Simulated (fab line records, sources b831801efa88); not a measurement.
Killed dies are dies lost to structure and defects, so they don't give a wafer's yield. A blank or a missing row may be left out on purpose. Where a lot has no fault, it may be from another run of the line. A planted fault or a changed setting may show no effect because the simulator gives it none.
What tool caused it? :: flow gf180mcu :: 11 lots, 33 wafers sampled, at 2 steps of a route of 602

WHAT THE GAUGES SHOWED, per wafer
GF_TOP_METAL_THK_MEAS_06: measures by xrf.
lot: L245
measured: day 27 09:04
on: film_metro-01
TOP_METAL_ALCU_THK (nm): 902 907 903

lot: L247
measured: day 27 23:56
on: film_metro-01
TOP_METAL_ALCU_THK (nm): 914 906 915

lot: L254
measured: day 30 11:05
on: film_metro-02
TOP_METAL_ALCU_THK (nm): 889 881 896

lot: L257
measured: day 31 01:45
on: film_metro-02
TOP_METAL_ALCU_THK (nm): 901 894 886

lot: L258
measured: day 31 09:05
on: film_metro-01
TOP_METAL_ALCU_THK (nm): 886 895 891

lot: L260
measured: day 31 22:36
on: film_metro-02
TOP_METAL_ALCU_THK (nm): 887 903 901

lot: L264
measured: day 32 19:28
on: film_metro-04
TOP_METAL_ALCU_THK (nm): 904 893 885

lot: L265
measured: day 33 01:26
on: film_metro-02
TOP_METAL_ALCU_THK (nm): 878 885 888

lot: L266
measured: day 33 03:43
on: film_metro-02
TOP_METAL_ALCU_THK (nm): 905 906 885

lot: L267
measured: day 33 09:58
on: film_metro-01
TOP_METAL_ALCU_THK (nm): 872 898 879

lot: L268
measured: day 33 16:16
on: film_metro-01
TOP_METAL_ALCU_THK (nm): 881 887 887

EACH LOT AND THE TOOL THAT RAN IT (in order: tool; ch and the chambers of the sampled wafers; start)
lot: L245
GF_TOP_METAL_SPUTTER_00: pvd_sputter-02, day 27 08:44

lot: L247
GF_TOP_METAL_SPUTTER_00: pvd_sputter-01, day 27 23:35

lot: L254
GF_TOP_METAL_SPUTTER_00: pvd_sputter-04, day 30 10:44

lot: L257
GF_TOP_METAL_SPUTTER_00: pvd_sputter-04, day 31 01:25

lot: L258
GF_TOP_METAL_SPUTTER_00: pvd_sputter-02, day 31 08:44

lot: L260
GF_TOP_METAL_SPUTTER_00: pvd_sputter-01, day 31 22:16

lot: L264
GF_TOP_METAL_SPUTTER_00: pvd_sputter-01, day 32 19:08

lot: L265
GF_TOP_METAL_SPUTTER_00: pvd_sputter-01, day 33 01:05

lot: L266
GF_TOP_METAL_SPUTTER_00: pvd_sputter-02, day 33 03:22

lot: L267
GF_TOP_METAL_SPUTTER_00: pvd_sputter-01, day 33 09:38

lot: L268
GF_TOP_METAL_SPUTTER_00: pvd_sputter-04, day 33 15:55
- GF_TOP_METAL_SPUTTER_00: material Ti, target thk 37.5 nm, time 150 s.

THE ANSWER, worked out from the rows above alone
Rule: the lots themselves supply what counts as usual. Put in order of their means at a reading, lots are off if they are a third of the lots or fewer, leave a main group of 4 or more, and stand apart from it by a gap of 3 or more times the standard deviation of the main group's means; of several such gaps the widest counts. The tables above print the reading to a certain number of digits; a main group whose means all agree to those digits is not used. A lot without any number at a reading at which 4 lots or more have one is off too. Where the step has rows for the other lots, those lots are counted as sound.
None of the lots is off at any reading shown; this tells nothing.

WHAT HAD BEEN PUT IN BY THE SIMULATOR
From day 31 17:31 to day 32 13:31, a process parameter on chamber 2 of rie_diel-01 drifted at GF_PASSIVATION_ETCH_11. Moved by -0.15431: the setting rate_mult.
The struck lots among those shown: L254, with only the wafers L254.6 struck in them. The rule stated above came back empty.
